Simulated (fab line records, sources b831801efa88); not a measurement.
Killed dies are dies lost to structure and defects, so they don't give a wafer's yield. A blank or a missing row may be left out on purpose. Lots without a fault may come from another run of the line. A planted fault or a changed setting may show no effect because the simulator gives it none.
fab line records | flow sky130
record lots=7 wafers=21 last_day=50
route steps=708 shown PASSIVATION@686 PAD_OPEN@694
lots that met no fault: from a run of the same line without faults
start_h: hours from the record's first day to the start of the lot's first wafer shown | wait_h: hours since the lot's step before | " the same as in the row above | L1.1+2: a row that stands for several wafers | - no value, or no start given | * or withheld: withheld | < > ~ a bound
route shown NAME@n: a module of which the file shows steps, and the number in the route of the first | usual: mean/standard deviation of fault-free wafers | same: alike in all rows | chamber/n: place in a boat | sites: the reading at each site | _std_site: their standard deviation | _edge_site: outer sites' mean less inner sites' | radius_mm: how far each site lies from the wafer's centre | mask NAME#n: copy n | behind: the tool/chamber that last shaped the wafer | hold: why the lot was held/for how many hours/how that ended | device: the transistor (n, p or np) that didn't switch | end of line: the same wafers' tests at the end of the route | a step without rows: its recipe alone | killed: dies lost to structure and defects at the first sort, not the wafer's yield | map: a wafer's dies, x killed, . not, _ none there
set.NAME: the setting as run; set.NAME@STEP: as run at that earlier step | model.NAME: the simulator's own value behind a step, which no gauge read
lots at some steps of the route; a table a step, a row a wafer
services: from which hour (start_h, from the record's first day; less than 0 if before it) a tool's chamber was out of use, for how many hours, and why
## steps
# step SKY_PASSIVATION_HMDS_05
# recipe prime_time_s=60 prime_temp_c=120
# step SKY_PASSIVATION_COAT_06
# recipe spin_rpm=2000 resist_thk_nm=3000
# step SKY_PASSIVATION_SOFTBAKE_07
# recipe temp_c=110 time_s=withheld
# step SKY_PASSIVATION_EXPOSE_08
# recipe mask_id=NSM target_cd_nm=3000 na=0.57 dose_mj=260
# step SKY_PASSIVATION_PEB_09
# recipe temp_c=115 time_s=withheld
# step SKY_PASSIVATION_DEVELOP_10
# recipe develop_time_s=60 dev_temp_c=23
# step SKY_PASSIVATION_ETCH_11
# recipe chemistry=CF4/O2 target_depth_nm=725 stop_on=AlCu source_w=800 bias_w=150 pressure_mtorr=150 cf4_flow_sccm=80 O2_flow_sccm=10 time_s=161.1
# usual drypump_motor_current_A=5.8/0.36 oes_product_au=0.979/0.007 throttle_valve_pct=5.966/0.01
# columns lot.wafer tool chamber start_h wait_h drypump_motor_current_A oes_product_au rf_hours_counter_h throttle_valve_pct
L634.1 rie_diel-02 3 1086.24 - 5.7 0.968 31 5.953
L634.3 " 2 " " 5.9 0.984 13 5.964
L634.4 " 1 " " 4.9 0.996 23 5.958
L635.3 rie_diel-03 2 1093.74 - 5.9 0.971 1 5.961
L635.4 " 1 " " 5.8 0.970 8 5.979
L635.6 " 2 " " 5.9 0.978 - 5.964
L636.1 rie_diel-01 0 1097.84 - 5.8 0.986 3 5.963
L636.2 " 1 " " 5.4 0.974 25 5.977
L636.5 " 0 " " 5.9 0.990 - 5.974
L637.2 rie_diel-03 2 1114.54 - 5.9 0.976 2 5.968
L637.3 " 3 " " 5.8 0.983 12 5.972
L637.6 " 1 " " 5.8 0.984 - 5.974
L644.1 rie_diel-02 1 1155.59 - 4.9 0.986 26 5.972
L644.2 " 0 " " 6.1 0.972 20 5.975
L644.3 " 2 " " 5.8 0.981 17 5.973
L646.3 rie_diel-02 3 1160.74 - 5.7 0.981 1 5.979
L646.4 " 1 " " 4.9 0.995 27 5.963
L646.5 " 2 " " 5.8 0.982 - 5.973
L650.1 rie_diel-03 1 1179.19 - 5.8 0.969 12 5.971
L650.3 " 2 " " 5.9 0.974 4 5.968
L650.4 " 2 " " 5.8 0.980 - 5.960
# step SKY_PASSIVATION_STRIP_12
# recipe chemistry=O2/N2 power_w=1400 pressure_mtorr=1500 platen_temp_c=withheld overash_fraction=0.7 o2_flow_sccm=3000 n2_flow_sccm=300
# usual drypump_motor_current_A=5.5/0.4 oes_product_au=0.661/0.0043 strip_time_to_endpoint_s=31.56/0.14
# columns lot.wafer tool chamber start_h wait_h drypump_motor_current_A oes_product_au rf_hours_counter_h strip_time_to_endpoint_s
L634.1 plasma_asher-02 1 1086.34 0.1 5.1 0.663 65 31.57
L634.3 " 1 " " 5.1 0.660 - 31.48
L634.4 " 0 " " 5.6 0.661 - 31.47
L635.3 plasma_asher-02 0 1093.88 0.1 5.6 0.663 - 31.36
L635.4 " 1 " " 5.1 0.666 - 31.44
L635.6 " 0 " " 5.6 0.662 - 31.46
L636.1 plasma_asher-02 1 1097.94 0.1 5.1 0.661 66 31.49
L636.2 " 0 " " 5.6 0.662 66 31.58
L636.5 " 1 " " 5.1 0.664 - 31.40
L637.2 plasma_asher-04 0 1114.64 0.1 6.3 0.661 36 31.46
L637.3 " 1 " " 5.2 0.658 - 31.58
L637.6 " 1 " " 5.2 0.667 - 31.61
L644.1 plasma_asher-02 1 1155.70 0.1 5.1 0.662 72 31.50
L644.2 " 0 " " 5.6 0.663 72 31.75
L644.3 " 1 " " 5.1 0.652 - 31.42
L646.3 plasma_asher-04 0 1160.88 0.1 6.3 0.665 - 31.81
L646.4 " 1 " " 5.2 0.656 - 31.59
L646.5 " 0 " " 6.3 0.656 - 31.78
L650.1 plasma_asher-01 1 1179.30 0.1 5.8 0.663 9 31.49
L650.3 " 0 " " 5.5 0.661 - 31.56
L650.4 " 1 " " 5.8 0.660 - 31.59
# step SKY_PAD_OPEN_DEHYDRATE_00
# recipe temp_c=200 time_s=60
# step SKY_PAD_OPEN_HMDS_01
# recipe prime_time_s=60 prime_temp_c=120
# step SKY_PAD_OPEN_COAT_02
# recipe spin_rpm=2000 resist_thk_nm=3000
# step SKY_PAD_OPEN_SOFTBAKE_03
# recipe temp_c=110 time_s=withheld
# step SKY_PAD_OPEN_EXPOSE_04
# recipe mask_id=PDM target_cd_nm=60000 na=0.57 dose_mj=260
# usual exposure_dose_mJ_cm2=260.00/0.25 focus_offset_nm=0.0/0.54
# columns lot.wafer tool chamber start_h wait_h mask exposure_dose_mJ_cm2 focus_offset_nm
L634.1 iline_stepper-02 0 1096.84 - PDM#0 259.74 -0.4
L634.3 " 0 " " PDM#0 259.20 -0.6
L634.4 " 0 " " PDM#0 259.84 0.0
L635.3 iline_stepper-02 - 1102.58 - PDM#0 - -
L635.4 " - " " PDM#0 - -
L635.6 " - " " PDM#0 - -
L636.1 iline_stepper-01 - 1106.82 - PDM#0 - -
L636.2 " - " " PDM#0 - -
L636.5 " - " " PDM#0 - -
L637.2 iline_stepper-02 - 1123.63 - PDM#0 - -
L637.3 " - " " PDM#0 - -
L637.6 " - " " PDM#0 - -
L644.1 iline_stepper-01 0 1164.26 - PDM#0 259.75 -0.5
L644.2 " 0 " " PDM#0 260.16 -0.3
L644.3 " 0 " " PDM#0 259.83 0.6
L646.3 iline_stepper-01 0 1168.94 - PDM#0 260.18 0.0
L646.4 " 0 " " PDM#0 260.15 -0.4
L646.5 " 0 " " PDM#0 259.91 0.1
L650.1 iline_stepper-01 0 1186.70 - PDM#0 259.88 0.0
L650.3 " 0 " " PDM#0 260.19 0.2
L650.4 " 0 " " PDM#0 260.12 -0.1
# step SKY_PAD_OPEN_PEB_05
# recipe temp_c=115 time_s=withheld
## services
# columns tool chamber start_h hours kind
plasma_asher-01 0 1064.25 - clean
plasma_asher-01 1 1064.25 - clean
iline_stepper-02 - 1075.54 4.4 pm
rie_diel-02 3 1086.41 - clean
rie_diel-02 3 1086.41 35.0 scheduled_down
rie_diel-02 3 1086.41 35.0 vent_cycle
rie_diel-01 1 1115.33 - clean
rie_diel-01 1 1115.33 21.3 scheduled_down
rie_diel-01 1 1115.33 21.3 vent_cycle
iline_stepper-01 - 1116.85 8.0 repair
rie_diel-02 0 1118.30 7.9 repair
plasma_asher-04 - 1122.98 1.7 repair
rie_diel-03 0 1127.71 5.3 repair
plasma_asher-01 - 1132.19 14.6 pm
rie_diel-02 3 1136.30 3.0 repair
plasma_asher-04 - 1146.81 2.6 repair
rie_diel-03 - 1164.20 0.4 repair
rie_diel-02 1 1165.30 4.0 repair
rie_diel-02 0 1167.40 5.9 repair
rie_diel-03 3 1169.82 21.2 repair
plasma_asher-02 - 1182.63 0.9 repair
## key
first_sign step=SKY_PAD_OPEN_EXPOSE_04 reading=tool_record direction=missing
effect none on later readings
met_at SKY_PAD_OPEN_EXPOSE_04
struck_wafers L635.3,L635.4,L635.6,L636.1,L636.2,L636.5,L637.2,L637.3,L637.6
later_rows_left_out L635.3,L635.4,L635.6,L636.1,L636.2,L636.5,L637.2,L637.3,L637.6
sort_left_out L635.3,L635.4,L635.6,L636.1,L636.2,L636.5,L637.2,L637.3,L637.6
onset_between 1096.84 1102.58
fault kind=skipped_step_whole tool=iline_stepper-01,iline_stepper-02 chamber=- onset_h=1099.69 steps=SKY_PAD_OPEN_EXPOSE_04 scope=struck_lots_only
# sort_left_out: the simulated sort isn't trusted on such a fault, so these wafers' sort isn't shown, and their yield isn't known
# later_rows_left_out: the simulator's readings of these wafers behind a module that went badly wrong aren't trusted and aren't shown, but for the sort
